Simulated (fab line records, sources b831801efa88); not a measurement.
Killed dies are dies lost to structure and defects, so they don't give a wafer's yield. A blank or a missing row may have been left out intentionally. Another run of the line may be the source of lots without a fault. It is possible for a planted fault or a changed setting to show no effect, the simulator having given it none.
fab line records	flow sfq_line
record lots=13	wafers=39	last_day=87
route steps=325 shown I3@133 R5@213 C5@247
lots that met no fault: taken from a fault-free run of the same line
start_h: start of the lot's first displayed wafer, in hours after the record's first day	wait_h: hours since the lot's step before	" identical to the entry in the row above	L1.1+2: a single row standing in for several wafers	- either no value or no given start	* or withheld: withheld	< > ~ a bound
route shown NAME@n: NAME is a module with steps in the file, n the number in the route of the first one	usual: mean/standard deviation taken from wafers without a fault	same: alike in all rows	chamber/n: place in a boat	sites: the reading at each site	_std_site: their standard deviation	_edge_site: the outer-site mean with the inner-site mean subtracted	radius_mm: how far each site lies from the wafer's centre	mask NAME#n: copy n	behind: the most recent tool/chamber to have shaped the wafer	hold: what put the lot on hold/how long, in hours/how the hold closed	device: whichever transistor did not switch (one of n, p or np)	end of line: the route-end tests of the same wafers	a step given without rows: its recipe and nothing more	killed: the dies lost at the first sort to structure and to defects; this is not the yield of the wafer	map: shows each die of a wafer: x if killed, . if not, _ if none is there
set.NAME: the setting that was run; set.NAME@STEP: the one run at that earlier step	model.NAME: the simulator's own value behind a step, which no gauge read
route steps across a sampled set of lots; one table per step, one row per wafer
services: a tool's chamber out of use, with start hour (start_h, from the record's first day; less than 0 if before it), hours out, and reason
## steps
# step SFQ_TRILAYER_I3_DEP_PECVD_081
# recipe material=SiO2	temp_c=150	time_s=111.11	pressure_torr=2.4	rf_w=183.3	precursor=SiH4/N2O	target_thk_nm=500
# usual chamber_pressure_Torr=2.400/0.0053	heater_power_outer_w=32/9.6	heater_power_w=86/16	throttle_valve_pct=24.8/1.5
lot.wafer	tool	chamber	start_h	wait_h	chamber_pressure_Torr	heater_power_outer_w	heater_power_w	throttle_valve_pct
L818.1	pecvd-02	0	719.06	0.0	2.403	36	92	24.8
L818.2	"	1	"	"	2.396	35	99	26.3
L818.3	"	2	"	"	2.397	27	74	24.5
L819.1	pecvd-02	2	918.23	0.0	2.403	28	76	24.8
L819.2	"	0	"	"	2.405	41	99	25.1
L819.6	"	2	"	"	2.403	29	80	24.7
L820.1	pecvd-02	0	923.16	0.0	2.399	31	85	25.0
L820.2	"	2	"	"	2.402	26	75	24.7
L820.4	"	2	"	"	2.403	27	74	24.8
L827.1	pecvd-02	2	1108.55	0.0	2.399	30	83	24.8
L827.3	"	1	"	"	2.402	36	96	26.6
L827.4	"	1	"	"	2.403	36	99	26.6
L829.2	pecvd-03	1	1136.27	0.0	2.398	15	60	27.4
L829.3	"	2	"	"	2.403	56	128	24.0
L829.5	"	0	"	"	2.398	23	67	24.8
L833.2	pecvd-04	2	1166.86	0.0	2.412	33	91	24.9
L833.3	"	0	"	"	2.398	37	95	23.0
L833.6	"	1	"	"	2.390	30	89	23.7
L834.1	pecvd-04	1	1172.86	0.0	2.399	30	86	23.2
L834.3	"	0	"	"	2.408	38	95	23.1
L834.6	"	0	"	"	2.408	42	98	23.1
L835.1	pecvd-03	1	1183.37	0.0	2.404	22	65	27.8
L835.4	"	2	"	"	2.404	54	124	24.1
L835.5	"	1	"	"	2.401	24	69	27.7
L836.3	pecvd-03	0	1189.37	0.0	2.402	19	62	24.8
L836.4	"	1	"	"	2.401	19	63	27.8
L836.6	"	2	"	"	2.405	56	125	24.2
L837.1	pecvd-03	2	1197.70	0.0	2.397	45	111	24.1
L837.4	"	0	"	"	2.392	22	67	25.1
L837.5	"	1	"	"	2.399	23	68	28.1
L838.2	pecvd-02	2	1205.86	0.0	2.397	28	75	25.0
L838.3	"	2	"	"	2.405	29	80	24.8
L838.5	"	2	"	"	2.397	31	79	24.8
L839.2	pecvd-03	2	1212.27	0.0	2.399	53	119	24.0
L839.4	"	0	"	"	2.403	24	66	24.4
L839.6	"	1	"	"	2.398	23	68	28.3
L840.1	pecvd-02	2	1213.30	0.0	2.398	29	77	24.9
L840.3	"	1	"	"	2.399	36	96	26.9
L840.5	"	1	"	"	2.410	24	83	27.0
# step SFQ_TRILAYER_R5_DEP_SPUTTER_133
# recipe material=MoNx	base_pressure_pa=1.33e-06	target_thk_nm=40	power_w=1000	time_s=66.7	chamber_pressure_pa=0.4
# usual throttle_valve_pct=30.2/0.8
lot.wafer	tool	chamber	start_h	wait_h	throttle_valve_pct
L818.1	pvd_sputter-03	-	1174.25	0.0	30.4
L818.2	"	-	"	"	31.0
L818.3	"	-	"	"	30.5
L819.1	pvd_sputter-03	-	1246.81	0.0	30.6
L819.2	"	-	"	"	30.8
L819.6	"	-	"	"	30.6
L820.1	pvd_sputter-06	-	1247.69	0.0	30.4
L820.2	"	-	"	"	28.3
L820.4	"	-	"	"	29.6
L827.1	pvd_sputter-05	-	1279.46	0.0	30.3
L827.3	"	-	"	"	29.6
L827.4	"	-	"	"	29.8
L829.2	pvd_sputter-06	-	1300.40	0.0	30.8
L829.3	"	-	"	"	29.8
L829.5	"	-	"	"	29.7
L833.2	pvd_sputter-03	-	1366.89	0.0	30.7
L833.3	"	-	"	"	30.0
L833.6	"	-	"	"	30.5
L834.1	pvd_sputter-03	-	1372.86	0.0	30.5
L834.3	"	-	"	"	30.3
L834.6	"	-	"	"	30.5
L835.1	pvd_sputter-03	-	1378.86	0.0	30.7
L835.4	"	-	"	"	30.3
L835.5	"	-	"	"	30.1
L836.3	pvd_sputter-06	-	1382.06	0.0	29.9
L836.4	"	-	"	"	28.2
L836.6	"	-	"	"	31.5
L837.1	pvd_sputter-03	-	1520.24	0.0	31.1
L837.4	"	-	"	"	30.8
L837.5	"	-	"	"	30.8
L838.2	pvd_sputter-05	-	1523.80	0.0	30.2
L838.3	"	-	"	"	30.2
L838.5	"	-	"	"	29.7
L839.2	pvd_sputter-03	-	1531.00	0.0	30.4
L839.4	"	-	"	"	30.8
L839.6	"	-	"	"	30.5
L840.1	pvd_sputter-05	-	1533.44	0.0	30.5
L840.3	"	-	"	"	29.5
L840.5	"	-	"	"	29.2
# step SFQ_TRILAYER_R5_DEP_SPUTTER_134
# recipe material=Ti	base_pressure_pa=1.33e-06	target_thk_nm=5	power_w=2000	time_s=5	chamber_pressure_pa=0.4
# usual throttle_valve_pct=30.2/0.8
lot.wafer	tool	chamber	start_h	wait_h	throttle_valve_pct
L818.1	pvd_sputter-03	-	1174.31	0.0	30.4
L818.2	"	-	"	"	31.0
L818.3	"	-	"	"	30.4
L819.1	pvd_sputter-03	-	1246.86	0.0	30.1
L819.2	"	-	"	"	30.8
L819.6	"	-	"	"	30.7
L820.1	pvd_sputter-06	-	1247.75	0.0	30.0
L820.2	"	-	"	"	27.9
L820.4	"	-	"	"	29.6
L827.1	pvd_sputter-05	-	1279.52	0.0	30.2
L827.3	"	-	"	"	29.7
L827.4	"	-	"	"	30.1
L829.2	pvd_sputter-06	-	1300.45	0.0	31.4
L829.3	"	-	"	"	29.6
L829.5	"	-	"	"	29.8
L833.2	pvd_sputter-03	-	1366.95	0.0	30.6
L833.3	"	-	"	"	30.1
L833.6	"	-	"	"	30.2
L834.1	pvd_sputter-03	-	1372.91	0.0	30.4
L834.3	"	-	"	"	30.3
L834.6	"	-	"	"	30.6
L835.1	pvd_sputter-03	-	1378.91	0.0	30.7
L835.4	"	-	"	"	30.1
L835.5	"	-	"	"	30.2
L836.3	pvd_sputter-06	-	1382.11	0.0	29.5
L836.4	"	-	"	"	28.0
L836.6	"	-	"	"	31.3
L837.1	pvd_sputter-03	-	1520.30	0.0	31.0
L837.4	"	-	"	"	30.7
L837.5	"	-	"	"	30.4
L838.2	pvd_sputter-05	-	1523.85	0.0	30.3
L838.3	"	-	"	"	30.3
L838.5	"	-	"	"	29.3
L839.2	pvd_sputter-03	-	1531.05	0.0	30.3
L839.4	"	-	"	"	31.0
L839.6	"	-	"	"	30.3
L840.1	pvd_sputter-05	-	1533.50	0.0	29.7
L840.3	"	-	"	"	29.3
L840.5	"	-	"	"	29.6
# step SFQ_R5_RS_MEAS_933
# recipe thk_meas_gauge=four-point-probe	reads=Ti_of_TRILAYER_R5_DEP_SPUTTER_134+MoNx_of_TRILAYER_R5_DEP_SPUTTER_133+Ti_of_TRILAYER_R5_DEP_SPUTTER_132
# usual R5_MONX_RS=7.05/0.087
lot.wafer	tool	chamber	start_h	wait_h	R5_MONX_RS[ohm/sq]
L818.1	film_metro-01	-	1174.32	0.0	7.10
L818.2	"	-	"	"	7.09
L818.3	"	-	"	"	7.09
L819.1	film_metro-03	-	1246.88	0.0	7.17
L819.2	"	-	"	"	7.15
L819.6	"	-	"	"	7.08
L820.1	film_metro-01	-	1247.77	0.0	6.99
L820.2	"	-	"	"	7.01
L820.4	"	-	"	"	7.04
L827.1	film_metro-01	-	1279.54	0.0	6.86
L827.3	"	-	"	"	6.98
L827.4	"	-	"	"	6.97
L829.2	film_metro-02	-	1300.49	0.0	6.96
L829.3	"	-	"	"	5.63
L829.5	"	-	"	"	7.00
L833.2	film_metro-03	-	1366.99	0.0	7.09
L833.3	"	-	"	"	7.14
L833.6	"	-	"	"	7.05
L834.1	film_metro-01	-	1372.93	0.0	7.10
L834.3	"	-	"	"	7.16
L834.6	"	-	"	"	7.08
L835.1	film_metro-02	-	1378.93	0.0	7.09
L835.4	"	-	"	"	7.07
L835.5	"	-	"	"	7.19
L836.3	film_metro-02	-	1382.17	0.0	6.98
L836.4	"	-	"	"	7.00
L836.6	"	-	"	"	6.99
L837.1	film_metro-03	-	1520.32	0.0	6.98
L837.4	"	-	"	"	6.93
L837.5	"	-	"	"	7.02
L838.2	film_metro-03	-	1523.89	0.0	7.11
L838.3	"	-	"	"	6.99
L838.5	"	-	"	"	7.12
L839.2	film_metro-03	-	1531.09	0.0	7.10
L839.4	"	-	"	"	7.03
L839.6	"	-	"	"	7.05
L840.1	film_metro-02	-	1533.52	0.0	7.08
L840.3	"	-	"	"	7.09
L840.5	"	-	"	"	7.07
# step SFQ_R5_THK_MEAS_934
# recipe thk_meas_gauge=xrf	reads=MoNx_of_TRILAYER_R5_DEP_SPUTTER_133
# usual R5_MONX_THK=40.7/0.53
lot.wafer	tool	chamber	start_h	wait_h	R5_MONX_THK[nm]
L818.1	film_metro-01	-	1174.44	0.1	40.2
L818.2	"	-	"	"	40.5
L818.3	"	-	"	"	40.5
L819.1	film_metro-03	-	1247.00	0.1	39.7
L819.2	"	-	"	"	40.1
L819.6	"	-	"	"	40.5
L820.1	film_metro-01	-	1247.89	0.1	41.1
L820.2	"	-	"	"	41.2
L820.4	"	-	"	"	41.0
L827.1	film_metro-01	-	1279.66	0.1	41.6
L827.3	"	-	"	"	41.0
L827.4	"	-	"	"	41.0
L829.2	film_metro-02	-	1300.60	0.1	41.1
L829.3	"	-	"	"	51.7
L829.5	"	-	"	"	41.0
L833.2	film_metro-03	-	1367.10	0.1	40.9
L833.3	"	-	"	"	40.7
L833.6	"	-	"	"	40.8
L834.1	film_metro-01	-	1373.05	0.1	40.2
L834.3	"	-	"	"	39.8
L834.6	"	-	"	"	40.6
L835.1	film_metro-02	-	1379.05	0.1	40.5
L835.4	"	-	"	"	40.6
L835.5	"	-	"	"	39.8
L836.3	film_metro-02	-	1382.27	0.1	41.0
L836.4	"	-	"	"	40.9
L836.6	"	-	"	"	41.2
L837.1	film_metro-03	-	1520.44	0.1	41.3
L837.4	"	-	"	"	41.8
L837.5	"	-	"	"	41.5
L838.2	film_metro-03	-	1524.00	0.1	40.9
L838.3	"	-	"	"	41.3
L838.5	"	-	"	"	40.5
L839.2	film_metro-03	-	1531.20	0.1	40.6
L839.4	"	-	"	"	41.1
L839.6	"	-	"	"	41.2
L840.1	film_metro-02	-	1533.64	0.1	40.5
L840.3	"	-	"	"	40.3
L840.5	"	-	"	"	40.5
# step SFQ_TRILAYER_C5_BARC_OPEN_VIA_ETCH_210
# recipe mask_material=PR	chemistry=O2	target_depth_nm=125	target=BARC	source_w=500	bias_w=80	pressure_mtorr=30	time_s=41.7
# usual drypump_motor_current_A=5.7/0.61	oes_product_au=0.686/0.0043
lot.wafer	tool	chamber	start_h	wait_h	drypump_motor_current_A	oes_product_au	rf_hours_counter_h
L818.1	rie_diel-04	0	1580.98	0.0	5.1	0.684	12
L818.2	"	1	"	"	4.8	0.683	10
L818.3	"	3	"	"	6.0	0.677	16
L819.1	rie_diel-02	2	1651.49	0.0	6.3	0.684	14
L819.2	"	3	"	"	5.7	0.690	16
L819.6	"	2	"	"	6.3	0.688	-
L820.1	rie_diel-04	0	1653.89	0.0	5.1	0.694	13
L820.2	"	3	"	"	6.0	0.681	17
L820.4	"	2	"	"	5.1	0.686	1
L827.1	rie_diel-04	3	1683.61	0.0	6.0	0.685	17
L827.3	"	2	"	"	5.2	0.684	2
L827.4	"	2	"	"	5.2	0.684	-
L829.2	rie_diel-03	0	1702.36	0.0	6.1	0.690	6
L829.3	"	2	"	"	6.4	0.689	14
L829.5	"	3	"	"	5.8	0.681	-
L833.2	rie_diel-02	0	1722.88	0.0	6.0	0.682	2
L833.3	"	3	"	"	5.7	0.684	17
L833.6	"	1	"	"	4.8	0.684	-
L834.1	rie_diel-03	3	1731.38	0.0	5.8	0.685	16
L834.3	"	1	"	"	6.8	0.689	17
L834.6	"	0	"	"	6.2	0.686	-
L835.1	rie_diel-03	3	1736.18	0.0	5.8	0.682	16
L835.4	"	1	"	"	6.8	0.684	17
L835.5	"	0	"	"	6.2	0.692	-
L836.3	rie_diel-04	3	1737.38	0.0	6.0	0.684	18
L836.4	"	0	"	"	5.1	0.687	14
L836.6	"	3	"	"	6.0	0.684	-
L837.1	rie_diel-02	0	1739.82	0.0	6.0	0.688	2
L837.4	"	1	"	"	4.8	0.684	4
L837.5	"	0	"	"	6.0	0.697	-
L838.2	rie_diel-04	2	1744.58	0.0	5.2	0.687	3
L838.3	"	0	"	"	5.1	0.686	14
L838.5	"	0	"	"	5.0	0.687	-
L839.2	rie_diel-02	3	1750.71	0.0	5.7	0.691	17
L839.4	"	0	"	"	6.0	0.686	2
L839.6	"	2	"	"	6.3	0.683	-
L840.1	rie_diel-03	2	1754.31	0.0	6.4	0.685	14
L840.3	"	1	"	"	6.8	0.684	17
L840.5	"	3	"	"	5.8	0.689	-
## services
tool	chamber	start_h	hours	kind
pvd_sputter-06	-	700.05	2.7	repair
pvd_sputter-06	-	707.04	25.2	repair
pecvd-02	-	757.93	4.3	pm
pecvd-02	0	840.63	9.0	repair
pvd_sputter-03	-	852.46	10.7	repair
pvd_sputter-05	-	855.84	3.3	repair
pecvd-02	0	897.04	4.8	repair
pvd_sputter-05	-	904.01	1.7	repair
pvd_sputter-03	-	905.30	5.7	repair
pecvd-02	-	912.33	0.5	repair
pvd_sputter-06	-	955.67	1.6	repair
pecvd-02	0	1015.14	8.2	repair
pvd_sputter-05	-	1026.93	9.9	repair
pecvd-02	-	1051.41	2.8	pm
pvd_sputter-05	-	1119.42	13.2	repair
pvd_sputter-03	-	1157.55	2.3	repair
pvd_sputter-03	-	1158.26	3.1	repair
pvd_sputter-03	-	1237.27	8.5	repair
pvd_sputter-03	-	1322.08	4.7	repair
pvd_sputter-03	-	1414.15	28.4	repair
pvd_sputter-03	-	1437.52	0.7	repair
pvd_sputter-03	-	1458.45	4.0	repair
pvd_sputter-03	-	1581.72	5.8	repair
pvd_sputter-03	-	1600.88	1.6	repair
## key
first_sign step=SFQ_R5_RS_MEAS_933	reading=R5_MONX_RS	direction=down	sigmas=16	usual=7.05	struck=5.63
effect step=SFQ_R5_THK_MEAS_934	reading=R5_MONX_THK	direction=up	sigmas=21	usual=40.7	struck=51.7
met_at SFQ_TRILAYER_R5_DEP_SPUTTER_133
struck_lots L829
struck_wafers L829.3
not_acting_at SFQ_TRILAYER_I3_DEP_PECVD_081,SFQ_TRILAYER_R5_DEP_SPUTTER_134,SFQ_TRILAYER_C5_BARC_OPEN_VIA_ETCH_210
onset_between 1247.69 1300.40
fault kind=process_parameter_drift	tool=pvd_sputter-06	chamber=-	onset_h=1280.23	steps=SFQ_TRILAYER_R5_DEP_SPUTTER_133	channel=time_s	offset=*	shape=step	end_h=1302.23	scope=struck_wafers_only	acts_in=*	stated=*
